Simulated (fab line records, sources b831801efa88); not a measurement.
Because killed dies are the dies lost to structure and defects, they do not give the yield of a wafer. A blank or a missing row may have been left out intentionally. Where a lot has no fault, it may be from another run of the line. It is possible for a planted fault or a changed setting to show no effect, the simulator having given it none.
Split-lot trial    flow sfq line    23 wafers read across 5 lots, on a route 325 steps long

## THE SPLIT ITSELF
At SFQ_TRILAYER_I0_VIA_LITHO_PEB_034 (peb time 60 s), the setting peb temp c was moved away from the recipe's 115 C on 4 of the 23 wafers read, by +1.5% to +2.9%. All remaining wafers had this setting at the recipe value.

## FROM THE SPLIT TO THE READING: what the file shows between them, 2 steps
- SFQ_TRILAYER_I0_VIA_LITHO_DEVELOP_033: time 60 s
- SFQ_TRILAYER_I0_VIA_BARC_OPEN_VIA_ETCH_046: etches BARC in O2, target depth 125 nm, time 41.7 s

## THE READING
I0.cd nm (the simulator's own value, which no gauge read), in nm, at SFQ_TRILAYER_I0_VIA_ETCH_VIA_ETCH_034 (etches SiO2 in CHF3, stops on Nb, target depth 260 nm). There is no usual value for it anywhere in the file. Across the 19 wafers here that went through the recipe, the average is 500.7 nm and the standard deviation 2.2 nm.

wafer   tool, chamber at the split  peb temp c as run, C  against the recipe  I0.cd nm, nm  against lot-mates on the recipe
L074.1  litho track-01, 0           115                   recipe              504.7         -
L074.3  litho track-01, 0           115                   recipe              502           -
L074.4  litho track-01, 0           115                   recipe              502.6         -
L077.1  litho track-04, 0           118.3                 +2.9%               545.8         +47.9
L077.2  litho track-04, 0           115                   recipe              497.6         -
L077.3  litho track-04, 0           115                   recipe              498.6         -
L077.5  litho track-04, 0           115                   recipe              497.4         -
L077.6  litho track-04, 0           118.3                 +2.9%               551           +53.1
L079.1  litho track-04, 0           115                   recipe              500.3         -
L079.2  litho track-04, 0           115                   recipe              503.2         -
L079.4  litho track-04, 0           115                   recipe              501.8         -
L079.5  litho track-04, 0           115                   recipe              500.7         -
L079.6  litho track-04, 0           115                   recipe              500           -
L080.1  litho track-02, 0           115                   recipe              502.4         -
L080.2  litho track-02, 0           115                   recipe              502.5         -
L080.4  litho track-02, 0           116.7                 +1.5%               528.8         +26.3
L080.5  litho track-02, 0           116.7                 +1.5%               534.2         +31.7
L080.6  litho track-02, 0           115                   recipe              502.7         -
L083.1  litho track-04, 0           115                   recipe              500.1         -
L083.2  litho track-04, 0           115                   recipe              499.5         -
L083.3  litho track-04, 0           115                   recipe              495.4         -
L083.4  litho track-04, 0           115                   recipe              501.8         -
L083.6  litho track-04, 0           115                   recipe              500           -

THE FIT
A straight line over all 23 wafers: I0.cd nm changes by +17.4 nm for each +1% of peb temp c; r = +0.98; the points scatter about the line by 3 nm.
The same after taking each lot's own level away (the mean of its wafers on the recipe; 23 wafers): +18 nm for each +1%; r = +0.99; scatter 1.9 nm.
The reading moves by 52 nm for the largest change in peb temp c, on that fit.
The span of the lots' own levels, 497.87 to 503.10 nm, comes to 2.3 times the standard deviation stated above.
The two slopes are in agreement: the lot-to-lot level therefore moves the slope only a little.
Check: +54.2 nm against its lot-mates is what the line predicts for one of the wafers moved furthest among these (+2.9%) when that wafer is left out of the fit. Against them it came out at +47.9 nm.

## OTHER SPLITS APPLIED TO THESE WAFERS
These wafers also went through other splits before the reading. Each is held against what the fit with the lots' levels taken away leaves over:
other split on the same wafers                   wafers away from the commonest value  r with I0.cd nm (lot level and that fit taken away)
SFQ_TRILAYER_INCOMING_OXIDATION_002 temp c       18                                    -0.19
SFQ_TRILAYER_L0_LITHO_COAT_010 resist thk nm     10                                    +0.04
SFQ_TRILAYER_L0_BARC_OPEN_METAL_ETCH_010 time s  3                                     +0.25
SFQ_TRILAYER_M0_LITHO_EXPOSE_022 dose mj         11                                    -0.10
SFQ_TRILAYER_M0_LITHO_PEB_024 peb time s         6                                     -0.29

## THE WHOLE CHAIN: every reading that the file lists as answering this split, in the file's order
step                                        what it does                                           reading                                                    change (the file's fit)               r (the file's)
SFQ_TRILAYER_I0_VIA_BARC_OPEN_VIA_ETCH_046  etches BARC in O2, target depth 125 nm, time 41.7 s    I0.cd nm (the simulator's own value, which no gauge read)  +18.7 nm for each +1% of the setting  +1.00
SFQ_TRILAYER_I0_VIA_ETCH_VIA_ETCH_034       etches SiO2 in CHF3, stops on Nb, target depth 260 nm  I0.cd nm (the simulator's own value, which no gauge read)  +18 nm for each +1% of the setting    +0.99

## THE FILE'S OWN FIT
I0.cd nm changes by +18 nm for each +1% of peb temp c, r = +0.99.
